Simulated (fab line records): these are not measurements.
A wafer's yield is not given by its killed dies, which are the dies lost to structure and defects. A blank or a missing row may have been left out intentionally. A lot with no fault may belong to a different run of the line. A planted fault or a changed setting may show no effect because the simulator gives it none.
Comparing a struck lot with a sound one || flow sky130 || 23 out of 708 route steps
Sound: the wafers L494.1, L494.3, L494.5. Struck: wafers L503.5, L503.6. At the end, the cause is stated.
At each step with rows: each side's tool, then ch and its chambers, then its first start. Under that, the readings that differ: sound wafers || struck wafers || difference of the means || sigmas: that difference in standard deviations of wafers without a fault.
alike: words and numbers the same on both sides, and readings whose means are apart by under 2 such deviations; not compared: readings that were withheld, readings missing a value for some wafer, numbers with overlapping values and no deviation given by the record, and bounds like >300 which may hide the same value.
Wherever a step has rows on one side only, a row that says differs or no value, or a row with sigmas, the two part there. Numbers that have no deviation but don't overlap get no sigmas and don't part them. Lack of a reading on every wafer of one side parts them only where that side has two or more wafers.

first, 2 steps without rows for these wafers: SKY_VT_ADJUST_PCH_PEB_05; SKY_VT_ADJUST_PCH_DEVELOP_06 (develop time 60 s).
SKY_VT_ADJUST_PCH_OVL_MEAS_07:
  sound on overlay-01, day 11 12:31; struck on overlay-02, day 14 12:08
  alike: VT_ADJUST_PCH_OVL
next, for these wafers, 1 step has no rows: SKY_VT_ADJUST_PCH_IMPLANT_08.
SKY_VT_ADJUST_PCH_STRIP_09: strips in O2/N2.
  sound on plasma asher-02 ch 1, day 11 12:42; struck on plasma asher-02 ch 0,1, day 14 12:22
{"reading": "strip time to endpoint s (s)", "sound": "37.02 37.09 36.87", "struck": "36.78 36.76", "difference": -0.22, "sigmas": -2}
  alike: drypump motor current A, oes product au
  not compared: rf hours counter h
SKY_VT_ADJUST_PCH_TW_MEAS_10:
  sound on film metro-04, day 11 12:48; struck on film metro-04, day 14 12:26
  alike: VT_ADJUST_PCH_TW
then, 6 steps without rows for these wafers: SKY_SONOS_TUNNEL_DEHYDRATE_00 (time 60 s); SKY_SONOS_TUNNEL_HMDS_01 (prime time 60 s); SKY_SONOS_TUNNEL_COAT_02 (resist thk 1140 nm); SKY_SONOS_TUNNEL_SOFTBAKE_03 (time 60 s); SKY_SONOS_TUNNEL_EXPOSE_04 (exposes mask TUNM, target cd 410 nm); SKY_SONOS_TUNNEL_PEB_05.
SKY_SONOS_TUNNEL_DEVELOP_06: develop time 60 s.
  sound on litho track-03 ch 0, day 12 12:46; struck on litho track-02 ch 0, day 15 15:16
SKY_SONOS_TUNNEL_CD_MEAS_07: target cd 410 nm.
  sound on cd sem-01, day 12 12:55; struck on cd sem-02, day 15 15:50
{"reading": "cd nm (nm)", "sound": "414.5 412.0 411.5", "struck": "364.7 364.7", "difference": -48.0, "sigmas": -21}
  not compared: hold
SKY_SONOS_TUNNEL_OVL_MEAS_08:
  sound on overlay-02, day 12 13:02; struck on overlay-01, day 15 19:09
{"reading": "hold", "sound": "- - -", "struck": "await dispo/3.2h/release await dispo/3.2h/release", "difference": "no value on the sound wafers", "sigmas": ""}
  alike: SONOS_TUNNEL_OVL
then, 3 steps without rows for these wafers: SKY_SONOS_TUNNEL_IMPLANT_09; SKY_SONOS_TUNNEL_WET_ETCH_10 (etches SiO2 in dHF, target depth 14 nm, time 280 s); SKY_SONOS_TUNNEL_STRIP_11 (strips in SPM, time 600 s).
SKY_SONOS_TUNNEL_TW_MEAS_12:
  sound on film metro-02, day 12 13:40; struck on film metro-02, day 15 19:38
  alike: SONOS_TUNNEL_TW
then, 1 step without rows for these wafers: SKY_SONOS_TUNNEL_CLEAN_13 (cleans in dHF, time 20 s).
SKY_SONOS_ONO_OXIDATION_00: stabilise 600 s, purge 300 s, target thk 2.6 nm.
  sound on furnace-02 ch 0, day 12 13:50; struck on furnace-01 ch 0, day 15 20:26
{"reading": "model.SiO2_of_SONOS_ONO_OXIDATION_00.thk nm (nm)", "sound": "2.574 2.605 2.629", "struck": "2.531 2.506", "difference": -0.084, "sigmas": ""}
  alike: spike tc bottom C
SKY_SONOS_ONO_THK_MEAS_01:
  sound on film metro-02, day 12 15:11; struck on film metro-03, day 15 21:50
  alike: SONOS_ONO_OXIDATION_THK
-- here the record skips 33 days between the struck wafers' starts before and after, leaving off in module SONOS_ONO and picking up in module PAD_OPEN (first step shown: number 708 of the route) --
SKY_PAD_OPEN_PROBE_99:
  sound on prober-02, day 46 22:45; struck on prober-01, day 49 07:47
{"reading": "killed_at_M4_up", "sound": "2 5 2", "struck": 7, "difference": "+4", "sigmas": "+2"}
  alike: killed_at_M0_to_M3, killed at contacts, killed at front end, killed at other, killed dies, killed on rim, killed open, killed short

## WHERE THEY PART
Earliest at SKY_VT_ADJUST_PCH_STRIP_09; latest, in this record, at SKY_PAD_OPEN_PROBE_99.

WHY: whatever the simulator had introduced
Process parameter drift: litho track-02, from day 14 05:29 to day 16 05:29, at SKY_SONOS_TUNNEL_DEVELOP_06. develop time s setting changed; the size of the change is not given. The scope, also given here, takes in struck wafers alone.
